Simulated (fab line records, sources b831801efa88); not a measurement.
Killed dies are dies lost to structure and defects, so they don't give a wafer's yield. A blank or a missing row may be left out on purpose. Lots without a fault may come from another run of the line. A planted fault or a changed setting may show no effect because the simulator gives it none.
A struck lot beside a sound one | flow sky130 | 16 steps out of a route of 708
Sound: wafers L389.3, L389.4, L389.5. Struck: wafers L405.2, L405.5, L405.6. The cause comes at the end.
At each step with rows: each side's tool, then ch and its chambers, then its first start. Under that, the readings that differ: sound wafers | struck wafers | difference of the means | sigmas: that difference in standard deviations of wafers without a fault.
alike: readings whose means differ by less than 2 such deviations, and words and numbers that are the same on both sides. not compared: withheld readings, readings that some wafer has no value for, bounds like >300 that may hide the same value, and numbers for which the record gives no deviation and whose values overlap.
The two part at a step that has a row with sigmas, a row that says differs or no value, or rows on one side only. Numbers that don't overlap but have no deviation are shown without sigmas and don't part them. A reading that every wafer of one side lacks parts them only if that side has two wafers or more.

SKY_VT_ADJUST_LVTN_OVL_MEAS_07:
  sound on overlay-01, day 7 11:01; struck on overlay-02, day 12 07:40
  alike: VT_ADJUST_LVTN_OVL
then, 1 step without rows for these wafers: SKY_VT_ADJUST_LVTN_IMPLANT_08.
SKY_VT_ADJUST_LVTN_STRIP_09: strips in O2/N2.
  sound on plasma_asher-01 ch 0,1, day 7 11:14; struck on plasma_asher-02 ch 0,1, day 12 07:51
  alike: drypump_motor_current_A, oes_product_au, strip_time_to_endpoint_s
  not compared: rf_hours_counter_h
SKY_VT_ADJUST_LVTN_TW_MEAS_10:
  sound on film_metro-01, day 7 11:19; struck on film_metro-04, day 12 07:58
  reading           | sound             | struck            | difference | sigmas
  VT_ADJUST_LVTN_TW | 240.4 240.1 239.8 | 244.2 246.3 245.4 | +5.2       | +2
then, 7 steps without rows for these wafers: SKY_VT_ADJUST_LVTN_DEHYDRATE_11 (time 60 s); SKY_VT_ADJUST_LVTN_HMDS_12 (prime time 60 s); SKY_VT_ADJUST_LVTN_COAT_13 (resist thk 1140 nm); SKY_VT_ADJUST_LVTN_SOFTBAKE_14 (time 60 s); SKY_VT_ADJUST_LVTN_EXPOSE_15 (exposes mask HVN STD DERIVED, target cd 600 nm); SKY_VT_ADJUST_LVTN_PEB_16; SKY_VT_ADJUST_LVTN_DEVELOP_17 (develop time 60 s).
SKY_VT_ADJUST_LVTN_OVL_MEAS_18:
  sound on overlay-02, day 8 07:16; struck on overlay-02, day 13 08:49
  alike: VT_ADJUST_LVTN_01_OVL
SKY_VT_ADJUST_LVTN_IMPLANT_19:
  sound on implanter-03 ch 0, day 8 07:20; struck on implanter-03 ch 0, day 13 08:53
  reading            | sound           | struck            | difference | sigmas
  beam_on_s (s)      | 9.80 10.14 9.88 | 12.53 12.43 12.36 | +2.50      | +14
  faraday_current_uA | 3.72 3.63 3.70  | 2.93 2.96 2.98    | -0.73      | -11
  alike: dose_ions_cm2
SKY_VT_ADJUST_LVTN_STRIP_20: strips in O2/N2.
  sound on plasma_asher-01 ch 0,1, day 8 07:28; struck on plasma_asher-03 ch 0,1, day 13 09:08
  reading                      | sound             | struck            | difference | sigmas
  strip_time_to_endpoint_s (s) | 14.09 14.11 14.12 | 14.24 14.23 14.26 | +0.14      | +4
  alike: drypump_motor_current_A, oes_product_au
  not compared: rf_hours_counter_h
SKY_VT_ADJUST_LVTN_TW_MEAS_21:
  sound on film_metro-04, day 8 07:34; struck on film_metro-01, day 13 09:29
  reading             | sound             | struck            | difference | sigmas
  VT_ADJUST_LVTN_2_TW | 191.2 189.8 190.4 | 198.2 198.1 197.7 | +7.5       | +4
  not compared: hold
-- the record jumps here: 37 days lie between the struck wafers' starts before and after (it left off in module VT_ADJUST_LVTN and takes up again in module PAD_OPEN, whose first step shown is number 708 of the route) --
SKY_PAD_OPEN_PROBE_99:
  sound on prober-01, day 46 10:25; struck on prober-01, day 50 07:25
  reading                                    | sound                | struck               | difference | sigmas
  model.etest.res_pwell_under_gate.rs_ohm_sq | 2261 2258 2281       | 2238 2230 2242       | -30        |
  model.etest.nfet_g5v0d10v5.body_rise_v (V) | 0.6893 0.6917 0.6846 | 0.701 0.6952 0.7005  | +0.010     |
  model.etest.nfet_16v.body_rise_v (V)       | 0.6843 0.6867 0.6816 | 0.6974 0.6924 0.6961 | +0.0111    |
  alike: killed_at_M0_to_M3, killed_at_M4_up, killed_at_contacts, killed_at_front_end, killed_at_other, killed_dies, killed_open, killed_short
  not compared: model.etest.nfet_g5v0d10v5.vt_sat_v, model.etest.nfet_g5v0d10v5.vt_v

WHERE THEY PART
First at SKY_VT_ADJUST_LVTN_TW_MEAS_10; last, within this record, at SKY_VT_ADJUST_LVTN_TW_MEAS_21. Later steps at which nothing parts them and some readings are alike: SKY_PAD_OPEN_PROBE_99.

WHY: what the simulator had put in
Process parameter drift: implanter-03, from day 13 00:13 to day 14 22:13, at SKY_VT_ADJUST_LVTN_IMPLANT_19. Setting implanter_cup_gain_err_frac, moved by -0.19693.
